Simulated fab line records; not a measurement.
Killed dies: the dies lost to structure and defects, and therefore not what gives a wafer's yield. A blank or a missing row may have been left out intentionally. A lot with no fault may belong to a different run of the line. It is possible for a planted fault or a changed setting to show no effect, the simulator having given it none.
Struck lot and sound lot, side by side || flow sfq-line || 19 steps out of a route of 325
Sound: wafers L348.4, L348.5, L348.6. The struck wafers were L354.1, L354.3, L354.6. At the end, the cause is stated.
For every step that has rows: the tool of each side, followed by ch and its chambers, followed by its first start. Under that, the readings that differ: sound wafers || struck wafers || difference of the means || sigmas: that difference in standard deviations of wafers without a fault.
alike: readings whose means differ by less than 2 such deviations, and words and numbers that are the same on both sides. not compared: withheld readings, readings that some wafer has no value for, bounds like >300 that may hide the same value, and numbers for which the record gives no deviation and whose values overlap.
A row with sigmas, a row that says differs or no value, or rows on one side alone: a step with any of these is where the two part. Non-overlapping numbers with no deviation appear without sigmas and do not part them. A reading that every wafer of one side lacks parts them only if that side has two wafers or more.

first, 2 steps without rows for these wafers: SFQ_TRILAYER_JJ_CE_LITHO_PEB_117 (peb time 60 s); SFQ_TRILAYER_JJ_CE_LITHO_DEVELOP_116 (time 60 s).
SFQ_JJ_OVL_MEAS_931:
  sound on overlay-01 at day 46 14:23; struck on overlay-01 at day 51 01:53
  alike: J5_OVL
SFQ_TRILAYER_JJ_CE_METRO_MEASURE_117:
  sound on cd-sem-01 at day 46 14:59; struck on cd-sem-01 at day 51 01:55
  alike: cd-nm
SFQ_TRILAYER_JJ_CE_BARC_OPEN_RIE_150: chemistry O2, target BARC, target depth 240 nm, time 80 s.
  sound on rie-metal-02 ch 1, day 46 15:41; struck on rie-metal-03 ch 1, day 51 03:07
  alike: drypump-motor-current-A, oes-product-au
  not compared: rf-hours-counter-h
SFQ_TRILAYER_JJ_CE_ETCH_RIE_118: chemistry SF6, target Nb, stops on Al2O3, time 97.7 s, target depth 170 nm.
  sound on rie-metal-02 ch 1, day 46 15:53; struck on rie-metal-03 ch 1, day 51 03:13
  alike: drypump-motor-current-A, oes-product-au
  not compared: rf-hours-counter-h
then, 1 step without rows for these wafers: SFQ_TRILAYER_JJ_ANODIZE_ANODIZE_119.
SFQ_TRILAYER_JJ_CE_STRIP_STRIP_120: strips in O2.
  sound on rie-metal-04 ch 0,1, day 46 16:41; struck on rie-metal-03 ch 0,1, day 51 03:49
  alike: drypump-motor-current-A, oes-product-au
  not compared: rf-hours-counter-h
then, 4 steps without rows for these wafers: SFQ_TRILAYER_JJ_CE_STRIP_SOLV_CLEAN_121 (cleans in NMP, time 600 s); SFQ_TRILAYER_M5_LITHO_COAT_128 (resist thk 62 nm); SFQ_TRILAYER_M5_LITHO_COAT_123 (resist thk 600 nm); SFQ_TRILAYER_M5_LITHO_SOFTBAKE_127.
-- the record jumps here: 5 days lie between the struck wafers' starts before and after --
SFQ_TRILAYER_M5_LITHO_EXPOSE_124: exposes mask M5, target cd 700 nm.
  sound on krf-scanner-01 ch 0, day 50 21:23; struck on krf-scanner-02 ch 0, day 56 08:14
{"reading": "exposure-dose-mJ-cm2", "sound": "14.395 14.401 14.376", "struck": "15.117 15.105 15.136", "difference": "+0.729", "sigmas": "+46"}
  alike: mask
then, 2 steps without rows for these wafers: SFQ_TRILAYER_M5_LITHO_PEB_126 (peb time 60 s); SFQ_TRILAYER_M5_LITHO_DEVELOP_125 (time 60 s).
SFQ_M5_OVL_MEAS_932:
  sound on overlay-01 at day 50 22:18; struck on overlay-02 at day 56 09:44
  alike: M5_OVL
SFQ_TRILAYER_M5_BARC_OPEN_METAL_ETCH_161: etches BARC in O2, target depth 125 nm, time 41.7 s.
  sound on rie-metal-01 ch 0,1, day 50 22:20; struck on rie-metal-03 ch 0,1, day 56 09:46
{"reading": "model.M5.cd-nm (nm)", "sound": "698.4 698.8 698.9", "struck": "691.9 692.6 692.8", "difference": -6.3, "sigmas": ""}
  alike: drypump-motor-current-A, oes-product-au
  not compared: rf-hours-counter-h
SFQ_TRILAYER_M5_ETCH_METAL_ETCH_126: etches Nb in Cl2/BCl3, stops on SiO2, time 203.2 s, target depth 265 nm.
  sound on rie-metal-01 ch 0,1, day 50 22:27; struck on rie-metal-03 ch 0,1, day 56 09:50
{"reading": "model.M5.cd-nm (nm)", "sound": "698.4 699.6 698.9", "struck": "690.9 690.7 691.1", "difference": -8.1, "sigmas": ""}
  alike: drypump-motor-current-A, oes-product-au
  not compared: rf-hours-counter-h
SFQ_TRILAYER_M5_STRIP_STRIP_127: strips in O2.
  sound on rie-metal-01 ch 0,1, day 50 22:47; struck on rie-metal-03 ch 0,1, day 56 10:01
  alike: drypump-motor-current-A, oes-product-au
  not compared: rf-hours-counter-h

WHERE THEY PART
Within this record, at SFQ_TRILAYER_M5_LITHO_EXPOSE_124 only. Later steps at which nothing parts them and some readings are alike: SFQ_M5_OVL_MEAS_932, SFQ_TRILAYER_M5_BARC_OPEN_METAL_ETCH_161, SFQ_TRILAYER_M5_ETCH_METAL_ETCH_126, SFQ_TRILAYER_M5_STRIP_STRIP_127.

WHY: the cause the simulator had injected
Drift in process parameters on krf-scanner-02 at SFQ_TRILAYER_M5_LITHO_EXPOSE_124, starting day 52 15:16. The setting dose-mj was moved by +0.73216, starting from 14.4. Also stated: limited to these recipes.
